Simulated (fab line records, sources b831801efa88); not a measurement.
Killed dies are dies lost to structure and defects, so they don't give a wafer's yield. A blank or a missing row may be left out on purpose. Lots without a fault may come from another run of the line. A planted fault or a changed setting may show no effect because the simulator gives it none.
Which tool did it? | flow gf180mcu | 12 lots, 36 wafers sampled, at 6 steps of a route of 602

WHAT THE GAUGES READ, wafer by wafer
GF_HV_LDD_CD_MEAS_46: target cd 400 nm. Usual: cd_nm 400.0 nm, standard deviation 2.4.
lot  | measured     | on        | cd_nm (nm)        | flag
L308 | day 13 07:06 | cd_sem-02 | 400.4 400.2 403.2 |
L309 | day 13 18:05 | cd_sem-02 | 402.8 402.5 404.6 |
L310 | day 14 02:55 | cd_sem-02 | 400.2 400.2 401.3 |
L312 | day 14 15:12 | cd_sem-02 | 400.9 400.0 400.1 |
L314 | day 15 08:37 | cd_sem-01 | 401.9 401.8 401.7 |
L315 | day 15 15:11 | cd_sem-02 | 399.2 399.8 399.0 |
L318 | day 16 22:14 | cd_sem-02 | - - -             | OFF
L320 | day 17 14:28 | cd_sem-02 | 396.9 397.5 398.7 |
L323 | day 18 13:28 | cd_sem-01 | 398.3 400.9 396.5 |
L326 | day 19 07:28 | cd_sem-02 | 400.5 402.3 400.7 |
L327 | day 20 01:25 | cd_sem-02 | 397.7 401.1 399.0 |
L328 | day 20 04:53 | cd_sem-01 | 398.7 398.9 398.2 |

GF_HV_LDD_TW_MEAS_50. Usual: HV_LDD_4_TW 574, standard deviation 7.5.
lot  | measured     | on            | HV_LDD_4_TW | flag
L308 | day 13 07:30 | film_metro-04 | 573 574 571 |
L309 | day 13 18:29 | film_metro-01 | 586 581 581 |
L310 | day 14 03:19 | film_metro-02 | 570 571 567 |
L312 | day 14 15:35 | film_metro-02 | 569 569 569 |
L314 | day 15 09:02 | film_metro-02 | 567 563 565 |
L315 | day 15 15:35 | film_metro-01 | 582 581 582 |
L318 | day 16 22:38 | film_metro-04 | 30 30 30    | OFF
L320 | day 17 14:52 | film_metro-01 | 586 587 587 |
L323 | day 18 13:52 | film_metro-01 | 578 580 580 |
L326 | day 19 07:52 | film_metro-02 | 564 565 565 |
L327 | day 20 01:49 | film_metro-01 | 582 583 581 |
L328 | day 20 05:17 | film_metro-02 | 565 564 563 |

GF_SAB_OVL_MEAS_10. Usual: SAB_OVL -0.8 nm, standard deviation 1.3.
lot  | measured     | on         | SAB_OVL (nm)   | flag
L308 | day 16 02:41 | overlay-01 | -1.0 -2.8 -1.6 |
L309 | day 16 15:53 | overlay-02 | 0.0 -1.8 -1.5  |
L310 | day 17 00:37 | overlay-01 | 0.2 -0.6 -2.0  |
L312 | day 17 12:29 | overlay-02 | 1.0 1.8 1.1    |
L314 | day 18 09:20 | overlay-02 | -1.9 -2.3 -1.7 |
L315 | day 18 17:28 | overlay-02 | -0.5 -0.6 -1.1 |
L320 | day 20 21:08 | overlay-02 | -1.3 -0.9 -2.4 |
L323 | day 21 18:20 | overlay-01 | -0.7 -2.4 -0.6 |
L326 | day 22 12:14 | overlay-02 | -0.2 0.1 -1.1  |
L327 | day 23 05:29 | overlay-02 | -2.0 -1.3 -1.6 |
L328 | day 23 07:14 | overlay-01 | -1.4 -1.7 -1.3 |

WHICH TOOL RAN EACH LOT (tool, then ch and the chambers of the sampled wafers, then the start)
lot  | GF_DNWELL_STRIP_08                  | GF_LVPWELL_STRIP_10                 | GF_HV_LDD_EXPOSE_43
L308 | plasma_asher-03 ch 0,1, day 3 10:37 | plasma_asher-02 ch 0,1, day 4 14:09 | iline_stepper-01 ch 0, day 12 21:38
L309 | plasma_asher-01 ch 0, day 3 18:46   | plasma_asher-02 ch 0,1, day 4 22:34 | iline_stepper-02 ch 0, day 13 08:27
L310 | plasma_asher-04 ch 0,1, day 3 23:10 | plasma_asher-04 ch 1, day 5 03:21   | iline_stepper-02 ch 0, day 13 16:49
L312 | plasma_asher-03 ch 0,1, day 4 07:15 | plasma_asher-03 ch 0,1, day 5 11:35 | iline_stepper-02 ch 0, day 14 04:48
L314 | plasma_asher-03 ch 0,1, day 4 17:52 | plasma_asher-03 ch 0,1, day 5 21:34 | iline_stepper-01 ch 0, day 14 22:20
L315 | plasma_asher-03 ch 0,1, day 4 22:55 | plasma_asher-02 ch 0,1, day 6 04:45 | iline_stepper-01 ch 0, day 15 04:35
L318 | plasma_asher-03 ch 0,1, day 5 18:10 | plasma_asher-02 ch 0,1, day 7 01:06 | iline_stepper-01 ch 0, day 16 11:01
L320 | plasma_asher-03 ch 0,1, day 6 04:13 | plasma_asher-03 ch 0,1, day 7 11:54 | iline_stepper-01 ch 0, day 17 03:16
L323 | plasma_asher-03 ch 0,1, day 6 21:07 | plasma_asher-04 ch 0,1, day 8 05:52 | iline_stepper-01 ch 0, day 18 02:40
L326 | plasma_asher-04 ch 0,1, day 7 09:31 | plasma_asher-04 ch 0,1, day 8 17:55 | iline_stepper-02 ch 0, day 18 19:14
L327 | plasma_asher-03 ch 0,1, day 7 19:37 | plasma_asher-02 ch 0,1, day 9 06:06 | iline_stepper-01 ch 0, day 19 13:38
L328 | plasma_asher-01 ch 0, day 7 21:13   | plasma_asher-03 ch 0, day 9 07:13   | iline_stepper-01 ch 0, day 19 17:02
- GF_DNWELL_STRIP_08: strips in O2/N2.
- GF_LVPWELL_STRIP_10: strips in O2/N2.
- GF_HV_LDD_EXPOSE_43: exposes mask Pplus HV AREA, target cd 400 nm.

WHAT THE TOOLS THEMSELVES READ (means of the sampled wafers that have a number; where no wafer has one, the mark that the record gives instead)
GF_DNWELL_STRIP_08. Usual: chamber_pressure_mTorr 1499.8 mTorr, standard deviation 1.4; drypump_motor_current_A 5.6 A, standard deviation 0.64; heater_power_w 336 W, standard deviation 22; oes_product_au 0.723 a.u., standard deviation 0.0046; strip_time_to_endpoint_s 37.31 s, standard deviation 0.12.
lot  | tool            | chamber_pressure_mTorr (mTorr) | drypump_motor_current_A (A) | heater_power_w (W) | oes_product_au (a.u.) | strip_time_to_endpoint_s (s) | flag
L308 | plasma_asher-03 | 1500.8                         | 5.6                         | 335                | 0.723                 | 37.40                        |
L309 | plasma_asher-01 | 1499.9                         | 6.7                         | 372                | 0.723                 | 37.27                        |
L310 | plasma_asher-04 | 1499.6                         | 6.1                         | 331                | 0.725                 | 37.21                        |
L312 | plasma_asher-03 | 1499.7                         | 5.4                         | 343                | 0.722                 | 37.04                        |
L314 | plasma_asher-03 | 1499.8                         | 5.6                         | 331                | 0.723                 | 37.50                        |
L315 | plasma_asher-03 | 1499.6                         | 5.4                         | 341                | 0.719                 | 37.33                        |
L318 | plasma_asher-03 | 1499.6                         | 5.4                         | 339                | 0.729                 | 37.37                        |
L320 | plasma_asher-03 | 1501.3                         | 5.6                         | 333                | 0.719                 | 37.42                        |
L323 | plasma_asher-03 | 1499.6                         | 5.6                         | 328                | 0.722                 | 37.20                        |
L326 | plasma_asher-04 | 1498.0                         | 6.1                         | 336                | 0.719                 | 37.19                        |
L327 | plasma_asher-03 | 1499.3                         | 5.4                         | 333                | 0.725                 | 37.38                        |
L328 | plasma_asher-01 | 1501.3                         | 6.8                         | 368                | 0.723                 | 37.31                        |

GF_LVPWELL_STRIP_10. Usual: chamber_pressure_mTorr 1500.0 mTorr, standard deviation 1.4; drypump_motor_current_A 5.8 A, standard deviation 0.51; heater_power_w 324 W, standard deviation 17; oes_product_au 0.722 a.u., standard deviation 0.005; strip_time_to_endpoint_s 37.03 s, standard deviation 0.11.
lot  | tool            | chamber_pressure_mTorr (mTorr) | drypump_motor_current_A (A) | heater_power_w (W) | oes_product_au (a.u.) | strip_time_to_endpoint_s (s) | flag
L308 | plasma_asher-02 | 1500.1                         | 5.9                         | 304                | 0.719                 | 37.05                        |
L309 | plasma_asher-02 | 1501.1                         | 6.2                         | 313                | 0.722                 | 37.14                        |
L310 | plasma_asher-04 | 1499.8                         | 6.7                         | 338                | 0.719                 | 36.89                        |
L312 | plasma_asher-03 | 1500.0                         | 5.4                         | 340                | 0.723                 | 36.99                        |
L314 | plasma_asher-03 | 1498.7                         | 5.4                         | 340                | 0.723                 | 37.10                        |
L315 | plasma_asher-02 | 1499.5                         | 6.2                         | 310                | 0.723                 | 37.01                        |
L318 | plasma_asher-02 | 1500.5                         | 6.2                         | 307                | 0.725                 | 36.94                        |
L320 | plasma_asher-03 | 1500.8                         | 5.6                         | 335                | 0.722                 | 36.93                        |
L323 | plasma_asher-04 | 1499.4                         | 5.5                         | 331                | 0.718                 | 37.00                        |
L326 | plasma_asher-04 | 1499.5                         | 6.1                         | 336                | 0.719                 | 36.89                        |
L327 | plasma_asher-02 | 1499.5                         | 6.1                         | 308                | 0.724                 | 37.10                        |
L328 | plasma_asher-03 | 1498.5                         | 5.3                         | 353                | 0.721                 | 37.05                        |

THE ANSWER, worked out from the rows above alone
Rule: a lot is off if the mean of its wafers that have a number lies more than 3 standard deviations from the usual mean. A lot without any number at a reading at which 4 lots or more have one is off too. The other lots that the step has rows for count as sound. The gauges are gone through in route order, then the tools' own readings, and for those a lot's mean is taken as printed above. The first step at which some lot is off is used, and at that step the reading that is off furthest; a lot without a number counts as furthest.
Off: L318, at GF_HV_LDD_CD_MEAS_46 (cd_nm). Without a number there: L318.
A tool fits if, at a process step before that reading, it ran every lot that is off, and no sound lot after the first of them. The gauges at GF_HV_LDD_CD_MEAS_46 aren't tried: what is off there is off at GF_HV_LDD_TW_MEAS_50 too, on other tools, and a gauge's error can't cause that. None of those tried fits.

WHAT THE SIMULATOR HAD PUT IN
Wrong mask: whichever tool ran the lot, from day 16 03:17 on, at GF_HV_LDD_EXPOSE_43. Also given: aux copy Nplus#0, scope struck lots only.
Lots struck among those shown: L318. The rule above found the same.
